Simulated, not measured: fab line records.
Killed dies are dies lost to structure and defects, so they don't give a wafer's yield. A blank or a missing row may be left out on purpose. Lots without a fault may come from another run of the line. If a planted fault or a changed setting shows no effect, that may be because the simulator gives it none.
Which tool is to blame? | flow sky130 | 12 lots with 35 wafers sampled at 5 steps, on a route of 708 steps

WHAT THE GAUGES SHOWED, per wafer
SKY_CONTACT_RS_MEAS_25: a four-point-probe measurement.
lot  | measured     | on            | CONTACT_W_RS (ohm/sq)
L648 | day 31 10:02 | film metro-01 | 0.343 0.341 0.344
L649 | day 31 18:21 | film metro-01 | 0.338 0.340 0.336
L650 | day 32 12:25 | film metro-04 | 0.337 0.337 0.337
L651 | day 32 13:27 | film metro-01 | 0.348 0.339 0.340
L659 | day 35 09:55 | film metro-02 | 0.344 0.338 0.371
L660 | day 35 18:40 | film metro-04 | 0.343 0.371
L661 | day 35 19:30 | film metro-02 | 0.338 0.337 0.335
L662 | day 36 09:34 | film metro-04 | 0.330 0.332 0.332
L664 | day 36 16:08 | film metro-01 | 0.332 0.332 0.333
L669 | day 38 16:24 | film metro-01 | 0.345 0.345 0.344
L670 | day 38 20:03 | film metro-02 | 0.345 0.339 0.343
L671 | day 39 01:07 | film metro-02 | 0.346 0.342 0.345

SKY_CONTACT_THK_MEAS_26: measures by xrf.
lot  | measured     | on            | CONTACT_W_THK (nm)
L648 | day 31 10:08 | film metro-01 | 336 338 335
L649 | day 31 18:28 | film metro-01 | 340 340 344
L650 | day 32 12:31 | film metro-04 | 345 346 346
L651 | day 32 13:34 | film metro-01 | 333 339 339
L659 | day 35 10:02 | film metro-02 | 341 349 316
L660 | day 35 18:45 | film metro-04 | 334 310
L661 | day 35 19:37 | film metro-02 | 349 349 350
L662 | day 36 09:41 | film metro-04 | 350 348 348
L664 | day 36 16:15 | film metro-01 | 346 346 344
L669 | day 38 16:31 | film metro-01 | 338 339 341
L670 | day 38 20:09 | film metro-02 | 346 350 347
L671 | day 39 01:14 | film metro-02 | 339 344 341

WHICH TOOL RAN EACH LOT (tool, then ch and the chambers of the sampled wafers, then the start)
lot  | SKY_SD_N_RTA_14                  | SKY_CONTACT_SPUTTER_23       | SKY_CONTACT_CVD_24
L648 | rtp anneal-01 ch 0, day 27 15:47 | pvd sputter-03, day 31 09:50 | cvd w-01 ch 1, day 31 09:54
L649 | rtp anneal-02 ch 0, day 28 00:39 | pvd sputter-03, day 31 18:11 | cvd w-01 ch 0,1, day 31 18:14
L650 | rtp anneal-01 ch 0, day 28 19:04 | pvd sputter-01, day 32 12:12 | cvd w-02 ch 0,1, day 32 12:18
L651 | rtp anneal-02 ch 0, day 28 20:57 | pvd sputter-01, day 32 13:16 | cvd w-01 ch 0,1, day 32 13:20
L659 | rtp anneal-02 ch 0, day 31 21:26 | pvd sputter-01, day 35 09:44 | cvd w-01 ch 0, day 35 09:47
L660 | rtp anneal-01 ch 0, day 32 06:38 | pvd sputter-03, day 35 18:26 | cvd w-01 ch 0,1, day 35 18:32
L661 | rtp anneal-02 ch 0, day 32 07:26 | pvd sputter-01, day 35 19:18 | cvd w-02 ch 0,1, day 35 19:22
L662 | rtp anneal-01 ch 0, day 32 21:05 | pvd sputter-03, day 36 09:23 | cvd w-02 ch 0,1, day 36 09:27
L664 | rtp anneal-01 ch 0, day 33 04:33 | pvd sputter-02, day 36 15:57 | cvd w-02 ch 0,1, day 36 16:01
L669 | rtp anneal-02 ch 0, day 35 06:05 | pvd sputter-03, day 38 16:14 | cvd w-01 ch 1, day 38 16:17
L670 | rtp anneal-01 ch 0, day 35 07:58 | pvd sputter-02, day 38 19:50 | cvd w-01 ch 0,1, day 38 19:56
L671 | rtp anneal-02 ch 0, day 35 13:46 | pvd sputter-02, day 39 00:56 | cvd w-01 ch 0,1, day 39 01:00
- SKY_SD_N_RTA_14: time 2 s.
- SKY_CONTACT_SPUTTER_23: material TiN, target thk 20 nm, time 80 s.
- SKY_CONTACT_CVD_24: deposits W, target thk 340 nm, time 102.12 s.

WHAT THE TOOLS THEMSELVES READ (means of the sampled wafers that have a number; where no wafer has one, the mark that the record gives instead)
SKY_SD_N_RTA_14.
lot  | tool          | lamp power pct (%) | wafer_temp_C_max
L648 | rtp anneal-01 | 15.74              | 1076.7
L649 | rtp anneal-02 | 15.67              | 1078.2
L650 | rtp anneal-01 | 15.72              | 1077.8
L651 | rtp anneal-02 | 15.72              | 1077.8
L659 | rtp anneal-02 | 15.77              | 1077.3
L660 | rtp anneal-01 | 15.66              | 1077.5
L661 | rtp anneal-02 | 15.72              | 1077.7
L662 | rtp anneal-01 | 15.68              | 1079.0
L664 | rtp anneal-01 | 15.75              | 1077.8
L669 | rtp anneal-02 | 15.72              | 1076.8
L670 | rtp anneal-01 | 15.77              | 1078.2
L671 | rtp anneal-02 | 15.78              | 1078.4

SKY_CONTACT_SPUTTER_23.
lot  | tool           | cathode dc power W (W) | throttle valve pct (%)
L648 | pvd sputter-03 | 3999.9                 | 29.8
L649 | pvd sputter-03 | 4000.1                 | 29.3
L650 | pvd sputter-01 | 4000.0                 | 28.8
L651 | pvd sputter-01 | 3999.9                 | 30.0
L659 | pvd sputter-01 | 3999.6                 | 29.9
L660 | pvd sputter-03 | 3999.9                 | 29.2
L661 | pvd sputter-01 | 4000.3                 | 29.2
L662 | pvd sputter-03 | 3999.6                 | 29.8
L664 | pvd sputter-02 | 4000.6                 | 30.1
L669 | pvd sputter-03 | 4000.5                 | 30.0
L670 | pvd sputter-02 | 3999.7                 | 30.1
L671 | pvd sputter-02 | 3999.2                 | 29.6

SKY_CONTACT_CVD_24.
lot  | tool     | heater power w (W)
L648 | cvd w-01 | 769
L649 | cvd w-01 | 800
L650 | cvd w-02 | 867
L651 | cvd w-01 | 802
L659 | cvd w-01 | 849
L660 | cvd w-01 | 811
L661 | cvd w-02 | 860
L662 | cvd w-02 | 864
L664 | cvd w-02 | 873
L669 | cvd w-01 | 781
L670 | cvd w-01 | 821
L671 | cvd w-01 | 783

THE ANSWER, worked out from the rows above alone
Rule: the lots themselves supply what counts as usual. The widest of any qualifying gaps counts: lots, ordered by their means at a reading, are off when they make up no more than a third of the lots, leave a main group of 4 or more, and stand apart from it by 3 or more times the standard deviation of that group's means. A main group is skipped when, at the precision printed for the reading in the tables above, its means are all equal. A lot without any number at a reading at which 4 lots or more have one is off too. Where the step has rows for the other lots, those lots are counted as sound. First the gauges in route order, then the tools' own readings, where a lot's mean is used as printed above. The first step at which some lot is off is used, and at that step the reading that is off furthest; a lot without a number counts as furthest.
Across all readings shown, no lot is off: no conclusion can be drawn from this.

WHAT THE SIMULATOR HAD PUT IN
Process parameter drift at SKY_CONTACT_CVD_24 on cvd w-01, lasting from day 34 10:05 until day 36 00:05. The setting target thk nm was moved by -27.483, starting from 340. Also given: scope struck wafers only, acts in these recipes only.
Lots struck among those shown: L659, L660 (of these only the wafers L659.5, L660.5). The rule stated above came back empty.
